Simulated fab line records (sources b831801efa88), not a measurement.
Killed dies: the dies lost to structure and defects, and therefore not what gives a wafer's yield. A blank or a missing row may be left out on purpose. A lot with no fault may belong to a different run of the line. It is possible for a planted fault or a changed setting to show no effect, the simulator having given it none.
Check of tool commonality :: flow gf180mcu :: 15 lots and 45 wafers in the sample

== WHY IT WAS OPENED ==
At GF_M1_CD_MEAS_14 the reading cdNm is flagged on 3 of 15 lots. No-fault wafers: 230.2 nm, standard deviation 1.3.
Rule: a lot gets a flag if all its wafers with a number sit over 4 standard deviations from that mean, or if no wafer of it has a number. All remaining lots are regarded as sound.

lot: L276
measured: day 17 02:09
on: cdSem-02
cdNm (nm), wafer by wafer: 230.5 231.7 230.4
flag: 

lot: L277
measured: day 17 17:50
on: cdSem-01
cdNm (nm), wafer by wafer: 230.1 231.7 232.6
flag: 

lot: L278
measured: day 17 21:33
on: cdSem-02
cdNm (nm), wafer by wafer: 232.1 232.2 232.1
flag: 

lot: L279
measured: day 18 04:55
on: cdSem-02
cdNm (nm), wafer by wafer: 231.7 233.6 232.4
flag: 

lot: L280
measured: day 18 12:59
on: cdSem-02
cdNm (nm), wafer by wafer: 228.9 229.7 229.1
flag: 

lot: L281
measured: day 19 02:43
on: cdSem-01
cdNm (nm), wafer by wafer: 229.4 231.3 230.5
flag: 

lot: L282
measured: day 19 12:12
on: cdSem-02
cdNm (nm), wafer by wafer: 229.3 228.9 229.0
flag: 

lot: L283
measured: day 19 21:36
on: cdSem-01
cdNm (nm), wafer by wafer: 229.4 228.6 229.1
flag: 

lot: L284
measured: day 20 05:55
on: cdSem-02
cdNm (nm), wafer by wafer: 228.5 229.8 230.1
flag: 

lot: L285
measured: day 20 12:27
on: cdSem-01
cdNm (nm), wafer by wafer: 229.4 229.5 230.6
flag: 

lot: L286
measured: day 21 05:04
on: cdSem-01
cdNm (nm), wafer by wafer: 229.9 229.2 229.7
flag: 

lot: L292
measured: day 23 02:53
on: cdSem-02
cdNm (nm), wafer by wafer: 268.0 268.2 267.6
flag: FLAGGED

lot: L293
measured: day 23 08:20
on: cdSem-02
cdNm (nm), wafer by wafer: 268.6 268.1 268.5
flag: FLAGGED

lot: L294
measured: day 23 19:43
on: cdSem-01
cdNm (nm), wafer by wafer: 253.1 254.9 252.8
flag: FLAGGED

lot: L297
measured: day 24 14:44
on: cdSem-02
cdNm (nm), wafer by wafer: 230.3 233.2 230.3
flag: 
Average over the flagged lots: 263.3 nm; offset from the usual +33.1 nm, equal to +25 standard deviations.

== LOT BY LOT: THE TOOL USED ==
The record holds 2 process steps before the reading, out of a route of 602 steps. In each cell: the tool, then ch and the chambers that the sampled wafers went through, then the start.
lot: L276
flag: 
GF_SALICIDE_RTA_08: rtpAnneal-02 ch 0, day 15 03:43
GF_M1_EXPOSE_11: krfScanner-01 ch 0, day 16 15:21

lot: L277
flag: 
GF_SALICIDE_RTA_08: rtpAnneal-02 ch 0, day 15 18:13
GF_M1_EXPOSE_11: krfScanner-02 ch 0, day 17 06:04

lot: L278
flag: 
GF_SALICIDE_RTA_08: rtpAnneal-02 ch 0, day 15 20:38
GF_M1_EXPOSE_11: krfScanner-02 ch 0, day 17 10:24

lot: L279
flag: 
GF_SALICIDE_RTA_08: rtpAnneal-02 ch 0, day 16 04:25
GF_M1_EXPOSE_11: krfScanner-01 ch 0, day 17 17:24

lot: L280
flag: 
GF_SALICIDE_RTA_08: rtpAnneal-02 ch 0, day 16 12:35
GF_M1_EXPOSE_11: krfScanner-01 ch 0, day 18 01:23

lot: L281
flag: 
GF_SALICIDE_RTA_08: rtpAnneal-02 ch 0, day 17 01:39
GF_M1_EXPOSE_11: krfScanner-01 ch 0, day 18 15:07

lot: L282
flag: 
GF_SALICIDE_RTA_08: rtpAnneal-01 ch 0, day 17 10:28
GF_M1_EXPOSE_11: krfScanner-02 ch 0, day 19 00:10

lot: L283
flag: 
GF_SALICIDE_RTA_08: rtpAnneal-01 ch 0, day 17 18:55
GF_M1_EXPOSE_11: krfScanner-02 ch 0, day 19 09:36

lot: L284
flag: 
GF_SALICIDE_RTA_08: rtpAnneal-02 ch 0, day 18 03:32
GF_M1_EXPOSE_11: krfScanner-02 ch 0, day 19 18:13

lot: L285
flag: 
GF_SALICIDE_RTA_08: rtpAnneal-02 ch 0, day 18 10:48
GF_M1_EXPOSE_11: krfScanner-02 ch 0, day 20 00:45

lot: L286
flag: 
GF_SALICIDE_RTA_08: rtpAnneal-02 ch 0, day 19 02:01
GF_M1_EXPOSE_11: krfScanner-01 ch 0, day 20 17:14

lot: L292
flag: FLAGGED
GF_SALICIDE_RTA_08: rtpAnneal-02 ch 0, day 21 00:44
GF_M1_EXPOSE_11: krfScanner-01 ch 0, day 22 15:16

lot: L293
flag: FLAGGED
GF_SALICIDE_RTA_08: rtpAnneal-01 ch 0, day 21 06:51
GF_M1_EXPOSE_11: krfScanner-01 ch 0, day 22 21:15

lot: L294
flag: FLAGGED
GF_SALICIDE_RTA_08: rtpAnneal-02 ch 0, day 21 19:20
GF_M1_EXPOSE_11: krfScanner-01 ch 0, day 23 08:28

lot: L297
flag: 
GF_SALICIDE_RTA_08: rtpAnneal-02 ch 0, day 22 14:54
GF_M1_EXPOSE_11: krfScanner-02 ch 0, day 24 04:01
These steps, and what they do:
- GF_SALICIDE_RTA_08: time 30 s.
- GF_M1_EXPOSE_11: exposes mask Metal1, target cd 230 nm.
- GF_M1_CD_MEAS_14: target cd 230 nm.

== FLAGGED OVER TOTAL, TOOL BY TOOL (the gauges that took the reading come last) ==
step: GF_SALICIDE_RTA_08
tool: rtpAnneal-01
lots run: 3
flagged: 1
share of the flagged lots: some
sound lots run after its first flagged lot: 0

step: GF_SALICIDE_RTA_08
tool: rtpAnneal-02
lots run: 12
flagged: 2
share of the flagged lots: some
sound lots run after its first flagged lot: 1 (L297)

step: GF_M1_EXPOSE_11
tool: krfScanner-01
lots run: 8
flagged: 3
share of the flagged lots: all
sound lots run after its first flagged lot: 0

step: GF_M1_EXPOSE_11
tool: krfScanner-02
lots run: 7
flagged: 0
share of the flagged lots: none
sound lots run after its first flagged lot: -

step: GF_M1_CD_MEAS_14
tool: cdSem-01
lots run: 6
flagged: 1
share of the flagged lots: some
sound lots run after its first flagged lot: 0

step: GF_M1_CD_MEAS_14
tool: cdSem-02
lots run: 9
flagged: 2
share of the flagged lots: some
sound lots run after its first flagged lot: 1 (L297)

== WHAT THE TABLE ALLOWS ==
1 row of the table ran every flagged lot: krfScanner-01 at GF_M1_EXPOSE_11.
- krfScanner-01 at GF_M1_EXPOSE_11: 3 of its 8 lots flagged. It ran its last sound lot, L286, at day 20 17:14 and its first flagged lot, L292, at day 22 15:16: a fault with its onset between the two fits. Its own readings lie more than 4 standard deviations out on every wafer of the flagged lots: exposureDoseMJCm2.
Just one tool remains: krfScanner-01 at GF_M1_EXPOSE_11.

== WHAT HAD BEEN PUT IN BY THE SIMULATOR ==
Process parameter drift: krfScanner-01, from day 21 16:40 on, at GF_M1_EXPOSE_11. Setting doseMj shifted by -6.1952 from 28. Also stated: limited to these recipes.
Struck lots among those shown: L292, L293, L294. The rule above reached the same finding.
